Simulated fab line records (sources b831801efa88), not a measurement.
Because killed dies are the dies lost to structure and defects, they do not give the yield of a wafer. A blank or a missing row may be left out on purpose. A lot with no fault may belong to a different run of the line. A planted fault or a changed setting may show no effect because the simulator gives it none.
Which tool did it?	flow gf180mcu	24 lots with 72 wafers sampled at 6 steps, on a route of 602 steps

== WHAT THE GAUGES READ, wafer by wafer ==
GF_HV_LDD_TW_MEAS_38. Usual: HV_LDD_3_TW 1444, standard deviation 17.
lot	measured	on	HV_LDD_3_TW	flag
L074	day 11 11:34	film-metro-04	1423 1413 1414	
L075	day 12 00:05	film-metro-01	1475 1473 1468	
L076	day 12 05:23	film-metro-02	1440 1443 1451	
L077	day 12 16:01	film-metro-04	1429 1427 1429	
L078	day 12 21:35	film-metro-04	1429 1430 1431	
L079	day 13 09:18	film-metro-01	1458 1455 1462	
L080	day 13 12:16	film-metro-01	1458 1460 1454	
L081	day 14 03:51	film-metro-01	1456 1462 1461	
L082	day 14 06:12	film-metro-01	1466 1457 1462	
L083	day 14 14:33	film-metro-01	1460 1467 1465	
L084	day 14 20:39	film-metro-01	1468 1462 1462	
L085	day 15 07:46	film-metro-02	1445 1447 1447	
L086	day 15 15:59	film-metro-04	1429 1426 1426	
L087	day 16 01:14	film-metro-04	1427 1422 1422	
L088	day 16 04:53	film-metro-01	1474 1467 1462	
L089	day 16 09:46	film-metro-02	1443 1447 1449	
L090	day 16 18:45	film-metro-04	1415 1422 1423	
L091	day 17 04:47	film-metro-04	1437 1434 1436	
L092	day 17 15:30	film-metro-04	1435 1429 1432	
L093	day 18 03:41	film-metro-02	1442 1443 1446	
L094	day 18 03:59	film-metro-04	1437 1434 1439	
L095	day 18 12:23	film-metro-02	1439 1446 1441	
L096	day 18 23:27	film-metro-02	1448 1446 1440	
L097	day 19 05:48	film-metro-04	1431 1431 1431	

GF_V2_BOW_MEAS_05. Usual: V2_BOW 100 um, standard deviation 8.1.
lot	measured	on	V2_BOW (um)	flag
L074	day 19 02:32	film-metro-01	103 99 104	
L075	day 19 22:05	film-metro-02	108 99 90	
L076	day 20 01:23	film-metro-02	108 97 109	
L077	day 20 14:02	film-metro-04	106 106 114	
L078	day 20 21:48	film-metro-04	104 112 97	
L079	day 21 08:41	film-metro-04	91 76 79	
L080	day 21 14:41	film-metro-04	100 106 96	
L081	day 22 07:00	film-metro-01	108 107 99	
L082	day 22 08:29	film-metro-04	88 107 94	
L083	day 22 18:00	film-metro-01	90 112 92	
L084	day 23 01:19	film-metro-01	97 97 102	
L085	day 23 12:08	film-metro-01	123 98 102	
L086	day 23 22:10	film-metro-04	102 102 104	
L087	day 24 08:32	film-metro-04	100 103 102	
L088	day 24 12:32	film-metro-04	109 105 93	
L089	day 24 16:20	film-metro-04	97 110 107	
L090	day 25 02:57	film-metro-02	84 95 101	
L091	day 25 10:35	film-metro-04	86 97 98	
L092	day 25 20:29	film-metro-02	79 107 102	
L093	day 26 07:49	film-metro-01	103 103 91	
L094	day 26 08:46	film-metro-01	102 110 98	
L095	day 26 13:13	film-metro-04	85 105 93	
L096	day 27 01:16	film-metro-02	111 99 101	
L097	day 27 09:54	film-metro-02	107 108 105	

GF_M5_CD_MEAS_07: the cd target is 280 nm. Usual: cd-nm at 279.9 nm, with a standard deviation of 1.1.
lot	measured	on	cd-nm (nm)	flag
L074	day 26 03:49	cd-sem-01	280.0 279.9 279.4	
L075	day 26 19:29	cd-sem-01	281.1 281.3 281.7	
L076	day 27 00:20	cd-sem-01	278.8 279.0 278.9	
L077	day 27 10:34	cd-sem-02	281.1 281.1 281.1	
L078	day 27 14:17	cd-sem-01	281.0 281.2 279.5	
L079	day 28 00:28	cd-sem-02	278.9 279.0 279.4	
L080	day 28 05:23	cd-sem-01	280.5 278.7 280.0	
L081	day 28 19:22	cd-sem-01	282.1 280.8 281.0	
L082	day 28 22:12	cd-sem-02	281.0 281.5 281.5	
L083	day 29 06:37	cd-sem-02	279.8 279.2 279.2	
L084	day 29 10:40	cd-sem-02	279.0 279.1 278.9	
L085	day 29 21:01	cd-sem-01	281.6 281.2 280.4	
L086	day 30 04:32	cd-sem-02	278.7 279.1 279.6	
L087	day 30 14:22	cd-sem-02	277.8 278.7 278.6	
L088	day 30 17:34	cd-sem-02	279.3 280.4 280.6	
L089	day 30 19:46	cd-sem-01	279.3 279.5 279.4	
L090	day 31 04:11	cd-sem-02	279.7 280.1 279.3	
L091	day 31 11:56	cd-sem-02	279.6 278.9 277.9	
L092	day 31 18:26	cd-sem-01	279.1 279.9 279.7	
L093	day 32 05:04	cd-sem-02	281.2 282.2 282.0	
L094	day 32 06:41	cd-sem-02	279.7 278.7 278.9	
L095	day 32 09:07	cd-sem-01	279.7 279.6 278.9	
L096	day 32 19:26	cd-sem-02	281.1 279.7 280.3	
L097	day 33 02:29	cd-sem-01	280.3 279.1 279.9	

== WHICH TOOL RAN EACH LOT (tool, then ch and the chambers of the sampled wafers, then the start) ==
lot	GF_V3_STRIP_18	GF_V3_SPUTTER_21	GF_M4_METAL_ETCH_16
L074	plasma-asher-04 ch 0,1, day 22 05:35	pvd-sputter-01, day 22 06:05	rie-metal-04 ch 0,1, day 23 06:39
L075	plasma-asher-04 ch 0,1, day 23 00:18	pvd-sputter-03, day 23 00:52	rie-metal-02 ch 0,1, day 24 00:41
L076	plasma-asher-02 ch 0,1, day 23 03:26	pvd-sputter-03, day 23 03:59	rie-metal-02 ch 0,1, day 24 04:26
L077	plasma-asher-04 ch 0,1, day 23 15:50	pvd-sputter-02, day 23 16:20	rie-metal-02 ch 0,1, day 24 15:29
L078	plasma-asher-03 ch 0,1, day 23 22:47	pvd-sputter-01, day 23 23:20	rie-metal-03 ch 1, day 24 21:35
L079	plasma-asher-02 ch 0,1, day 24 09:32	pvd-sputter-03, day 24 10:07	rie-metal-04 ch 0,1, day 25 08:19
L080	plasma-asher-03 ch 0,1, day 24 14:01	pvd-sputter-03, day 24 14:33	rie-metal-02 ch 0,1, day 25 13:23
L081	plasma-asher-02 ch 0,1, day 25 05:24	pvd-sputter-01, day 25 05:56	rie-metal-04 ch 0,1, day 26 04:17
L082	plasma-asher-03 ch 0,1, day 25 06:58	pvd-sputter-01, day 25 07:30	rie-metal-04 ch 1, day 26 05:34
L083	plasma-asher-03 ch 0,1, day 25 16:07	pvd-sputter-03, day 25 16:40	rie-metal-02 ch 0,1, day 26 14:56
L084	plasma-asher-02 ch 0,1, day 25 22:15	pvd-sputter-01, day 25 22:47	rie-metal-02 ch 0,1, day 26 20:32
L085	plasma-asher-04 ch 0,1, day 26 07:54	pvd-sputter-02, day 26 08:26	rie-metal-04 ch 0,1, day 27 06:19
L086	plasma-asher-03 ch 0,1, day 26 17:43	pvd-sputter-01, day 26 18:16	rie-metal-02 ch 0,1, day 27 14:59
L087	plasma-asher-02 ch 0,1, day 27 04:09	pvd-sputter-01, day 27 04:43	rie-metal-03 ch 0,1, day 28 01:47
L088	plasma-asher-04 ch 0,1, day 27 06:35	pvd-sputter-02, day 27 07:10	rie-metal-04 ch 0,1, day 28 04:43
L089	plasma-asher-04 ch 0,1, day 27 10:44	pvd-sputter-03, day 27 11:20	rie-metal-03 ch 1, day 28 08:08
L090	plasma-asher-04 ch 1, day 27 20:26	pvd-sputter-03, day 27 21:01	rie-metal-04 ch 0,1, day 28 17:41
L091	plasma-asher-03 ch 0, day 28 03:19	pvd-sputter-01, day 28 03:51	rie-metal-02 ch 0,1, day 28 23:50
L092	plasma-asher-02 ch 0,1, day 28 12:50	pvd-sputter-03, day 28 13:22	rie-metal-03 ch 0, day 29 08:47
L093	plasma-asher-04 ch 0,1, day 28 23:17	pvd-sputter-01, day 28 23:55	rie-metal-02 ch 1, day 29 20:08
L094	plasma-asher-02 ch 0,1, day 29 01:26	pvd-sputter-03, day 29 02:04	rie-metal-03 ch 0,1, day 29 21:56
L095	plasma-asher-03 ch 0,1, day 29 04:23	pvd-sputter-01, day 29 05:01	rie-metal-02 ch 1, day 30 01:17
L096	plasma-asher-03 ch 0,1, day 29 15:29	pvd-sputter-03, day 29 16:02	rie-metal-02 ch 0,1, day 30 11:35
L097	plasma-asher-02 ch 0,1, day 29 23:44	pvd-sputter-01, day 30 00:19	rie-metal-04 ch 0, day 30 19:47
- GF_V3_STRIP_18: strips in O2/N2.
- GF_V3_SPUTTER_21: material Ti, target thk 15 nm, time 80.02 s.
- GF_M4_METAL_ETCH_16: etches the open film in Cl2/BCl3, stops on SiO2, target depth 627.5 nm, time 104.6 s.

== AS READ BY THE TOOLS THEMSELVES (means over the sampled wafers that have a number; for cases with no such wafer, the mark the record gives instead) ==
GF_V3_STRIP_18. Usual: drypump-motor-current-A 6.1 A, standard deviation 0.34; heater-power-w 347 W, standard deviation 33; oes-product-au 0.592 a.u., standard deviation 0.0047.
lot	tool	drypump-motor-current-A (A)	heater-power-w (W)	oes-product-au (a.u.)	flag
L074	plasma-asher-04	6.3	329	0.588	
L075	plasma-asher-04	6.3	327	0.589	
L076	plasma-asher-02	6.2	335	0.593	
L077	plasma-asher-04	6.1	309	0.582	
L078	plasma-asher-03	5.7	391	0.595	
L079	plasma-asher-02	6.3	339	0.596	
L080	plasma-asher-03	5.7	391	0.591	
L081	plasma-asher-02	6.3	333	0.595	
L082	plasma-asher-03	5.6	381	0.595	
L083	plasma-asher-03	5.6	382	0.591	
L084	plasma-asher-02	6.3	337	0.591	
L085	plasma-asher-04	6.3	326	0.588	
L086	plasma-asher-03	5.6	383	0.595	
L087	plasma-asher-02	6.3	338	0.593	
L088	plasma-asher-04	6.2	312	0.592	
L089	plasma-asher-04	6.2	310	0.591	
L090	plasma-asher-04	6.4	335	0.591	
L091	plasma-asher-03	5.4	375	0.589	
L092	plasma-asher-02	6.2	338	0.591	
L093	plasma-asher-04	6.2	309	0.589	
L094	plasma-asher-02	6.3	337	0.592	
L095	plasma-asher-03	5.7	396	0.594	
L096	plasma-asher-03	5.6	383	0.587	
L097	plasma-asher-02	6.3	337	0.586	

GF_V3_SPUTTER_21. Usual: throttle-valve-pct at 29.9 %, with a standard deviation of 1.3.
lot	tool	throttle-valve-pct (%)	flag
L074	pvd-sputter-01	30.3	
L075	pvd-sputter-03	30.7	
L076	pvd-sputter-03	29.5	
L077	pvd-sputter-02	30.5	
L078	pvd-sputter-01	29.0	
L079	pvd-sputter-03	30.4	
L080	pvd-sputter-03	29.3	
L081	pvd-sputter-01	29.9	
L082	pvd-sputter-01	31.2	
L083	pvd-sputter-03	30.6	
L084	pvd-sputter-01	29.1	
L085	pvd-sputter-02	29.6	
L086	pvd-sputter-01	29.8	
L087	pvd-sputter-01	29.9	
L088	pvd-sputter-02	30.2	
L089	pvd-sputter-03	29.7	
L090	pvd-sputter-03	31.4	
L091	pvd-sputter-01	30.2	
L092	pvd-sputter-03	29.6	
L093	pvd-sputter-01	29.1	
L094	pvd-sputter-03	30.4	
L095	pvd-sputter-01	29.6	
L096	pvd-sputter-03	29.7	
L097	pvd-sputter-01	30.2	

GF_M4_METAL_ETCH_16. Usual: drypump-motor-current-A 5.7 A, standard deviation 0.36; oes-product-au 0.969 a.u., standard deviation 0.0048; throttle-valve-pct 28.254 %, standard deviation 0.0095.
lot	tool	drypump-motor-current-A (A)	oes-product-au (a.u.)	throttle-valve-pct (%)	flag
L074	rie-metal-04	5.7	0.975	28.254	
L075	rie-metal-02	5.8	0.963	28.254	
L076	rie-metal-02	5.8	0.973	28.248	
L077	rie-metal-02	5.5	0.972	28.243	
L078	rie-metal-03	5.6	0.966	28.266	
L079	rie-metal-04	5.7	0.966	28.262	
L080	rie-metal-02	5.8	0.974	28.262	
L081	rie-metal-04	5.7	0.969	28.251	
L082	rie-metal-04	5.9	0.970	28.242	
L083	rie-metal-02	5.5	0.965	28.259	
L084	rie-metal-02	5.8	0.964	28.249	
L085	rie-metal-04	5.8	0.966	28.263	
L086	rie-metal-02	5.5	0.963	28.269	
L087	rie-metal-03	5.3	0.969	28.254	
L088	rie-metal-04	5.8	0.969	28.248	
L089	rie-metal-03	5.6	0.968	28.259	
L090	rie-metal-04	5.8	0.969	28.247	
L091	rie-metal-02	5.8	0.966	28.259	
L092	rie-metal-03	5.3	0.972	28.256	
L093	rie-metal-02	6.1	0.971	28.254	
L094	rie-metal-03	5.5	0.967	28.255	
L095	rie-metal-02	6.1	0.970	28.255	
L096	rie-metal-02	5.9	0.966	28.244	
L097	rie-metal-04	5.6	0.966	28.265	

== THE ANSWER, worked out from the rows above alone ==
Rule: lot off if the mean of its wafers having a number is beyond 3 standard deviations from the usual mean. Also off: a lot with no number at a reading for which 4 or more lots have one. Any other lot the step has rows for is counted as sound. First the gauges in route order, then the tools' own readings, where a lot's mean is used as printed above. The first step at which some lot is off is used, and at that step the reading that is off furthest; a lot without a number counts as furthest.
No lot is off at any reading shown: from this, nothing can be told.

== WHAT THE SIMULATOR PUT IN ==
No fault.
